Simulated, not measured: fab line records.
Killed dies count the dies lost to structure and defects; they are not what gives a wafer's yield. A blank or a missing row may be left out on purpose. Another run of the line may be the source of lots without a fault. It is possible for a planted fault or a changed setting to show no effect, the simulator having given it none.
Which tool is to blame?    flow gf180mcu    Sampling: 14 lots, 42 wafers, 5 of 602 route steps

WHAT EACH GAUGE READ, for each wafer
GF_DNWELL_TW_MEAS_09.
lot   measured     on             DNWELL_TW
L610  day 2 21:44  film metro-03  1352 1353 1349
L612  day 3 04:53  film metro-03  1346 1343 1341
L613  day 3 11:47  film metro-04  1352 1359 1359
L614  day 3 18:11  film metro-03  1350 1352 1348
L616  day 4 02:59  film metro-04  1354 1345 1349
L619  day 4 19:53  film metro-04  1339 1345 1348
L620  day 5 01:10  film metro-02  1362 1355 1358
L623  day 5 19:07  film metro-02  1344 1344 1353
L624  day 5 21:40  film metro-02  1347 1345 1353
L625  day 6 03:14  film metro-03  1359 1362 1360
L626  day 6 07:08  film metro-02  1348 1350 1355
L627  day 6 13:42  film metro-04  1349 1349 1348
L628  day 6 20:29  film metro-03  1350 1352 1353
L629  day 7 01:54  film metro-02  1363 1348 1361

GF_HV_LDD_TW_MEAS_38.
lot   measured      on             HV_LDD_3_TW
L610  day 11 14:05  film metro-03  1446 1433 1440
L612  day 12 10:08  film metro-04  1452 1440 1442
L613  day 12 17:47  film metro-04  1449 1441 1443
L614  day 13 05:16  film metro-04  1449 1447 1448
L616  day 13 16:02  film metro-03  1434 1447 1444
L619  day 14 09:00  film metro-01  1437 1438 1452
L620  day 14 21:00  film metro-01  1441 1451 1447
L623  day 15 19:33  film metro-01  1442 1441 1442
L624  day 16 03:47  film metro-04  1442 1447 1443
L625  day 16 10:10  film metro-04  1439 1443 1445
L626  day 16 17:48  film metro-03  1444 1445 1442
L627  day 17 06:08  film metro-01  1792 1782 1779 1788 1783 1787
L628  day 17 14:01  film metro-03  1766 1757 1764 1764 1763 1773
L629  day 17 19:08  film metro-03  1758 1771 1769 1767 1767 1771

GF_V2_CD_MEAS_14 targets a cd of 260 nm.
lot   measured      on         cd nm (nm)
L610  day 20 07:29  cd sem-01  260.6 260.4 260.2
L612  day 21 06:34  cd sem-02  258.6 259.1 259.0
L613  day 21 16:46  cd sem-01  262.3 261.0 261.5
L614  day 22 06:56  cd sem-01  260.4 259.3 259.5
L616  day 22 19:43  cd sem-01  259.4 259.7 258.7
L619  day 23 12:42  cd sem-02  259.0 258.4 259.1
L620  day 24 02:10  cd sem-02  259.8 260.8 260.8
L623  day 25 02:08  cd sem-01  258.3 258.1 258.2
L624  day 25 09:08  cd sem-01  260.2 260.5 259.6
L625  day 25 13:56  cd sem-02  259.5 259.0 261.0
L626  day 25 21:22  cd sem-01  259.6 260.4 261.9

TOOL THAT RAN EACH LOT (tool first, then ch and the chambers of the sampled wafers, then the start)
lot   GF_HV_LDD_IMPLANT_36             GF_SALICIDE_SPUTTER_02
L610  implanter-01 ch 0, day 11 13:52  pvd sputter-01, day 15 03:32
L612  implanter-01 ch 0, day 12 09:53  pvd sputter-02, day 16 01:31
L613  implanter-02 ch 0, day 12 17:32  pvd sputter-02, day 16 10:31
L614  implanter-02 ch 0, day 13 05:02  pvd sputter-04, day 16 23:37
L616  implanter-04 ch 0, day 13 15:47  pvd sputter-01, day 17 12:45
L619  implanter-04 ch 0, day 14 08:46  pvd sputter-01, day 18 07:02
L620  implanter-01 ch 0, day 14 20:47  pvd sputter-04, day 18 20:12
L623  implanter-01 ch 0, day 15 19:19  pvd sputter-04, day 19 23:09
L624  implanter-04 ch 0, day 16 03:32  pvd sputter-02, day 20 06:25
L625  implanter-04 ch 0, day 16 09:55  pvd sputter-01, day 20 13:14
L626  implanter-01 ch 0, day 16 17:34  pvd sputter-01, day 20 21:39
L627  implanter-01 ch 0, day 17 05:55  -
L628  implanter-01 ch 0, day 17 13:46  -
L629  implanter-01 ch 0, day 17 18:55  -
- GF_HV_LDD_IMPLANT_36
- GF_SALICIDE_SPUTTER_02: material Co, target thk 10 nm, time 20 s.

WHAT THE TOOLS THEMSELVES READ (means of the sampled wafers that have a number; where no wafer has one, the mark that the record gives instead)
GF_HV_LDD_IMPLANT_36.
lot   tool          beam energy keV  dose ions cm2  faraday current uA
L610  implanter-01  59.987           7.5e+12        42.5
L612  implanter-01  60.000           7.5e+12        42.7
L613  implanter-02  60.014           7.5e+12        42.8
L614  implanter-02  60.000           7.5e+12        42.9
L616  implanter-04  59.987           7.5e+12        41.9
L619  implanter-04  60.004           7.5e+12        41.6
L620  implanter-01  60.001           7.5e+12        42.6
L623  implanter-01  59.998           7.5e+12        42.2
L624  implanter-04  59.978           7.5e+12        42.0
L625  implanter-04  60.010           7.5e+12        43.2
L626  implanter-01  60.011           7.5e+12        41.8
L627  implanter-01  60.021           3.5e+13        193.8
L628  implanter-01  59.982           3.5e+13        198.6
L629  implanter-01  60.018           3.5e+13        199.3

GF_SALICIDE_SPUTTER_02.
lot   tool            throttle valve pct (%)
L610  pvd sputter-01  28.1
L612  pvd sputter-02  30.0
L613  pvd sputter-02  30.5
L614  pvd sputter-04  31.4
L616  pvd sputter-01  28.9
L619  pvd sputter-01  29.1
L620  pvd sputter-04  30.6
L623  pvd sputter-04  30.0
L624  pvd sputter-02  29.7
L625  pvd sputter-01  28.5
L626  pvd sputter-01  29.2

THE ANSWER, worked out from the rows above alone
Rule: the usual values come from the lots themselves. Put in order of their means at a reading, lots are off if they are a third of the lots or fewer, leave a main group of 4 or more, and stand apart from it by a gap of 3 or more times the standard deviation of the main group's means; of several such gaps the widest counts. A main group whose means are all the same, to the digits that the tables above print for the reading, isn't used. Also off: a lot with no number at a reading for which 4 or more lots have one. Where the step has rows for the other lots, those lots are counted as sound. Order of review: gauges by route order, followed by the tools' own readings, for which a lot's mean as printed above is used. The first step at which some lot is off is used, and at that step the reading that is off furthest; a lot without a number counts as furthest.
Off: L627, L628, L629, seen at GF_HV_LDD_TW_MEAS_38 (HV_LDD_3_TW). The main group: mean 1444, standard deviation 2.2.
A tool fits if, at a process step before that reading, it ran every lot that is off, and no sound lot after the first of them. Not tried: the gauges at GF_HV_LDD_TW_MEAS_38; whatever is off there is also off at GF_HV_LDD_IMPLANT_36, on other tools, and gauge error can't account for it. One fits: implanter-01 at GF_HV_LDD_IMPLANT_36. Its last sound lot is L626 (day 16 17:34), its first lot that is off L627 (day 17 05:55): a fault that began between those two fits.
The tool's own readings at GF_HV_LDD_IMPLANT_36 bear it out: on the lots that are off they differ by more than 5 times the standard deviation of the sound lots' means. dose ions cm2 reads 3.5e+13 there against 7.5e+12 on the sound lots; faraday current uA reads 197.2 there against 42.4 on the sound lots.

WHAT THE SIMULATOR PUT IN
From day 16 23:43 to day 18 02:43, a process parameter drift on implanter-01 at GF_HV_LDD_IMPLANT_36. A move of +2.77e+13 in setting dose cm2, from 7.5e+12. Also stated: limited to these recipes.
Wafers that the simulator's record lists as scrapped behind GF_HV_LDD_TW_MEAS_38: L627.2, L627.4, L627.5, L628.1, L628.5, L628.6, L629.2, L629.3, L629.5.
Shown lots that were struck: L627, L628, L629. The same result came from the rule above.
